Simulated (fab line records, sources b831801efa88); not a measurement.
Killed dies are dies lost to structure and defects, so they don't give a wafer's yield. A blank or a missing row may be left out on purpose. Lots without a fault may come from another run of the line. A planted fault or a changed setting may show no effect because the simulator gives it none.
Which tool did it? | flow gf180mcu | 13 lots, 39 wafers sampled, at 6 steps of a route of 602

WHAT THE GAUGES READ, wafer by wafer
GF_VT_IMPLANT_TW_MEAS_32. Usual: VT_IMPLANT_3_TW 268, standard deviation 3.4.
lot  | measured     | on            | VT_IMPLANT_3_TW | flag
L347 | day 6 19:26  | film_metro-02 | 264 265 263     |
L348 | day 7 06:50  | film_metro-02 | 267 266 266     |
L350 | day 7 17:46  | film_metro-01 | 272 274 274     |
L352 | day 8 05:11  | film_metro-03 | 267 268 268     |
L353 | day 8 11:39  | film_metro-01 | 271 270 270     |
L354 | day 8 20:50  | film_metro-01 | 272 273 272     |
L363 | day 11 06:20 | film_metro-03 | 268 267 267     |
L364 | day 11 11:53 | film_metro-01 | 272 270 271     |
L365 | day 11 15:58 | film_metro-03 | 268 267 268     |
L367 | day 12 03:19 | film_metro-01 | 273 273 273     |
L368 | day 12 12:05 | film_metro-01 | 271 272 272     |
L369 | day 12 17:59 | film_metro-02 | 264 264 264     |
L370 | day 13 03:10 | film_metro-01 | 272 272 271     |

GF_DUAL_GATE_OVL_MEAS_11. Usual: DUAL_GATE_OVL -1.4 nm, standard deviation 1.5.
lot  | measured     | on         | DUAL_GATE_OVL (nm) | flag
L347 | day 8 06:08  | overlay-01 | 1.6 -0.1 -0.8      |
L348 | day 8 17:07  | overlay-01 | -1.4 -1.5 -2.0     |
L350 | day 9 06:10  | overlay-01 | 0.8 1.6 0.0        |
L352 | day 9 18:34  | overlay-01 | -2.5 -2.3 -2.7     |
L353 | day 10 05:44 | overlay-02 | -1.6 -3.4 -2.8     |
L354 | day 10 14:59 | overlay-02 | -1.1 -0.2 -0.7     |
L363 | day 12 23:35 | overlay-02 | -4.1 -2.3 -2.3     |
L364 | day 13 05:59 | overlay-02 | -0.7 -0.6 -1.3     |
L365 | day 13 09:29 | overlay-02 | -3.7 -0.6 -1.7     |
L367 | day 13 21:46 | overlay-01 | 0.7 -1.0 -1.2      |
L368 | day 14 07:02 | overlay-01 | -0.5 -2.1 -2.6     |
L369 | day 14 13:14 | overlay-02 | -2.0 -0.4 -1.7     |
L370 | day 15 00:08 | overlay-01 | -0.4 -0.3 1.7      |

GF_HV_LDD_TW_MEAS_11. Usual: HV_LDD_TW 2439, standard deviation 30.
lot  | measured     | on            | HV_LDD_TW      | flag
L347 | day 9 23:54  | film_metro-01 | 2457 2450 2447 |
L348 | day 10 13:45 | film_metro-03 | 2392 2405 2391 |
L350 | day 11 05:31 | film_metro-04 | 2484 2482 2465 |
L352 | day 11 15:27 | film_metro-04 | 2478 2473 2467 |
L353 | day 12 04:25 | film_metro-01 | 2438 2436 2441 |
L354 | day 12 12:50 | film_metro-03 | 2403 2385 2368 |
L363 | day 14 23:02 | film_metro-03 | 2410 2411 2403 |
L364 | day 15 04:57 | film_metro-04 | 2670 2668 2672 | OFF
L365 | day 15 08:51 | film_metro-01 | 2619 2630 2624 | OFF
L367 | day 15 21:30 | film_metro-01 | 2436 2424 2438 |
L368 | day 16 09:59 | film_metro-04 | 2479 2479 2483 |
L369 | day 16 14:31 | film_metro-01 | 2439 2431 2445 |
L370 | day 17 02:46 | film_metro-01 | 2423 2433 2434 |

GF_HV_LDD_OVL_MEAS_20. Usual: HV_LDD_01_OVL -0.1 nm, standard deviation 1.2.
lot  | measured     | on         | HV_LDD_01_OVL (nm) | flag
L347 | day 10 16:32 | overlay-01 | -1.1 -1.9 -1.1     |
L348 | day 11 06:53 | overlay-02 | -0.6 1.9 1.5       |
L350 | day 12 00:27 | overlay-02 | -0.6 -0.1 0.8      |
L352 | day 12 10:47 | overlay-02 | -0.4 -1.2 -0.7     |
L353 | day 12 23:14 | overlay-01 | -0.8 -0.3 -0.7     |
L354 | day 13 08:15 | overlay-02 | -0.6 0.1 -0.9      |
L363 | day 15 21:05 | overlay-02 | -1.2 -0.3 -0.4     |
L364 | day 16 03:05 | overlay-01 | 0.4 0.2 -1.0       |
L365 | day 16 06:53 | overlay-02 | -1.2 0.2 -1.2      |
L367 | day 16 19:26 | overlay-02 | 1.0 1.6 2.2        |
L368 | day 17 08:56 | overlay-02 | 2.1 1.9 0.6        |
L369 | day 17 14:00 | overlay-01 | -2.2 -0.3 -1.2     |
L370 | day 18 02:14 | overlay-02 | -1.4 0.4 -2.6      |

GF_HV_LDD_RS_MEAS_53: measures by four-point-probe. Usual: HV_LDD_RS 418.4 ohm/sq, standard deviation 0.96.
lot  | measured     | on            | HV_LDD_RS (ohm/sq) | flag
L347 | day 12 07:47 | film_metro-01 | 418.7 418.4 418.5  |
L348 | day 12 22:14 | film_metro-03 | 419.2 419.9 419.3  |
L350 | day 13 16:42 | film_metro-01 | 418.3 418.7 418.2  |
L352 | day 14 04:25 | film_metro-04 | 419.1 419.5 417.8  |
L353 | day 14 17:30 | film_metro-03 | 418.9 418.9 419.5  |
L354 | day 15 02:44 | film_metro-04 | 420.7 420.1 420.3  |
L363 | day 17 19:15 | film_metro-03 | 417.2 418.1 418.1  |
L364 | day 18 02:20 | film_metro-01 | 411.8 412.1 412.3  | OFF
L365 | day 18 06:25 | film_metro-03 | 412.8 413.1 412.9  | OFF
L367 | day 18 19:01 | film_metro-01 | 416.9 417.3 417.5  |
L368 | day 19 09:10 | film_metro-03 | 418.3 417.3 417.7  |
L369 | day 19 14:27 | film_metro-03 | 418.5 418.9 417.5  |
L370 | day 20 03:37 | film_metro-03 | 417.4 417.2 417.7  |

WHICH TOOL RAN EACH LOT (tool, then ch and the chambers of the sampled wafers, then the start)
lot  | GF_HV_LDD_IMPLANT_09
L347 | implanter-04 ch 0, day 9 23:40
L348 | implanter-02 ch 0, day 10 13:31
L350 | implanter-01 ch 0, day 11 05:16
L352 | implanter-01 ch 0, day 11 15:13
L353 | implanter-04 ch 0, day 12 04:10
L354 | implanter-01 ch 0, day 12 12:35
L363 | implanter-02 ch 0, day 14 22:49
L364 | implanter-01 ch 0, day 15 04:43
L365 | implanter-01 ch 0, day 15 08:37
L367 | implanter-02 ch 0, day 15 21:16
L368 | implanter-04 ch 0, day 16 09:45
L369 | implanter-04 ch 0, day 16 14:17
L370 | implanter-04 ch 0, day 17 02:31
- GF_HV_LDD_IMPLANT_09

WHAT THE TOOLS THEMSELVES READ (means of the sampled wafers that have a number; where no wafer has one, the mark that the record gives instead)
GF_HV_LDD_IMPLANT_09. Usual: beam_energy_keV 39.998, standard deviation 0.012; dose_ions_cm2 1e+14, standard deviation 1.1e+11.
lot  | tool         | beam_energy_keV | dose_ions_cm2 | flag
L347 | implanter-04 | 39.992          | 1e+14         |
L348 | implanter-02 | 39.995          | 1e+14         |
L350 | implanter-01 | 39.992          | 1e+14         |
L352 | implanter-01 | 39.992          | 1e+14         |
L353 | implanter-04 | 39.990          | 1e+14         |
L354 | implanter-01 | 39.997          | 1e+14         |
L363 | implanter-02 | 40.003          | 1e+14         |
L364 | implanter-01 | 51.208          | 1e+14         | OFF
L365 | implanter-01 | 51.208          | 1e+14         | OFF
L367 | implanter-02 | 39.984          | 1e+14         |
L368 | implanter-04 | 40.014          | 1e+14         |
L369 | implanter-04 | 40.003          | 1e+14         |
L370 | implanter-04 | 39.999          | 1e+14         |

THE ANSWER, worked out from the rows above alone
Rule: a lot is off if the mean of its wafers that have a number lies more than 3 standard deviations from the usual mean. A lot without any number at a reading at which 4 lots or more have one is off too. The other lots that the step has rows for count as sound. The gauges are gone through in route order, then the tools' own readings, and for those a lot's mean is taken as printed above. The first step at which some lot is off is used, and at that step the reading that is off furthest; a lot without a number counts as furthest.
Off: L364, L365, at GF_HV_LDD_TW_MEAS_11 (HV_LDD_TW).
A tool fits if, at a process step before that reading, it ran every lot that is off, and no sound lot after the first of them. The gauges at GF_HV_LDD_TW_MEAS_11 aren't tried: what is off there is off at GF_HV_LDD_IMPLANT_09 too, on other tools, and a gauge's error can't cause that. One fits: implanter-01 at GF_HV_LDD_IMPLANT_09. Its last sound lot is L354 (day 12 12:35), its first lot that is off L364 (day 15 04:43): a fault that began between those two fits.
The tool's own readings at GF_HV_LDD_IMPLANT_09 bear it out: on the lots that are off they differ by more than 5 times the standard deviation of the sound lots' means. beam_energy_keV reads 51.208 there against 39.996 on the sound lots.

WHAT THE SIMULATOR HAD PUT IN
Process parameter drift: implanter-01, from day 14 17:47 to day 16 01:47, at GF_HV_LDD_IMPLANT_09. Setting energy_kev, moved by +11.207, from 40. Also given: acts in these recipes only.
Lots struck among those shown: L364, L365. The rule above found the same.
